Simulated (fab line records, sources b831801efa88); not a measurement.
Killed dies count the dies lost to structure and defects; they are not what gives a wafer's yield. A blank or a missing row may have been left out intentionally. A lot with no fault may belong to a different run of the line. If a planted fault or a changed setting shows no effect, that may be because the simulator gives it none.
Chamber matching -- flow gf180mcu -- rieDiel-02 running GF_V1_ETCH_16: 4 sister chambers
The step etches BARC in N2/H2. 20 wafers are shown with their chamber, then 10 later ones without.

## WAFERS PAIRED WITH THEIR CHAMBERS
wafer,chamber,drypumpMotorCurrentA (A),h2FlowSccm (sccm),oesProductAu (a.u.)
L075.2,3,5.53,200.3,0.855
L075.3,2,5.20,199.7,0.855
L075.6,3,5.52,199.4,0.852
L078.1,2,5.21,200.3,0.856
L078.3,3,5.51,199.9,0.853
L078.6,0,5.92,199.7,0.855
L079.3,2,5.22,200.2,0.856
L079.4,0,5.87,199.8,0.849
L079.6,2,5.20,200.3,0.848
L084.1,3,5.52,200.1,0.858
L084.2,2,5.21,199.5,0.859
L084.6,3,5.52,199.7,0.865
L085.3,1,6.18,200.1,0.860
L085.5,3,5.52,199.1,0.862
L085.6,0,5.83,200.7,0.855
L090.3,1,6.09,199.5,0.854
L090.4,3,5.51,200.1,0.854
L090.6,2,5.22,200.3,0.849
L092.2,3,5.51,199.8,0.848
L092.4,1,6.10,198.8,0.860

SIGNATURES, as means of the wafers listed above
reading,chamber 0,chamber 1,chamber 2,chamber 3,scatter within a chamber
drypumpMotorCurrentA,5.8733,6.1233,5.2100,5.5175,0.0246
h2FlowSccm,200.067,199.467,200.050,199.800,0.446
oesProductAu,0.85300,0.85800,0.85383,0.85587,0.00473
Rule: for a wafer and a chamber, the distance is found by dividing, reading by reading, the gap between the wafer's reading and the chamber's mean by the reading's scatter, squaring, summing and taking the root. If the next closest chamber is less than 2 further off than the closest, the wafer can't be placed; otherwise it belongs to the closest. The scatter is the square root of a quotient: the sum, over the shown wafers, of each reading's squared deviation from its chamber's mean, divided by wafers minus chambers.

## WAFERS MISSING THEIR CHAMBER
wafer,drypumpMotorCurrentA (A),h2FlowSccm (sccm),oesProductAu (a.u.)
L092.6,6.14,199.8,0.854
L094.1,5.15,200.4,0.861
L094.5,5.17,200.5,0.856
L094.6,5.51,200.3,0.844
L096.1,5.19,199.1,0.854
L096.3,5.90,199.7,0.855
L096.6,5.21,199.6,0.861
L097.2,6.12,199.4,0.846
L097.3,5.21,199.8,0.851
L097.4,5.87,200.7,0.854

## WHICH CHAMBER EACH WENT THROUGH
wafer,from the rows above,in truth
L092.6,1,1
L094.1,2,2
L094.5,2,2
L094.6,3,3
L096.1,2,2
L096.3,0,0
L096.6,2,2
L097.2,1,1
L097.3,2,2
L097.4,0,0
Placed correctly: 10 of 10. Can't be placed from these rows: 0. Placed wrongly: 0.
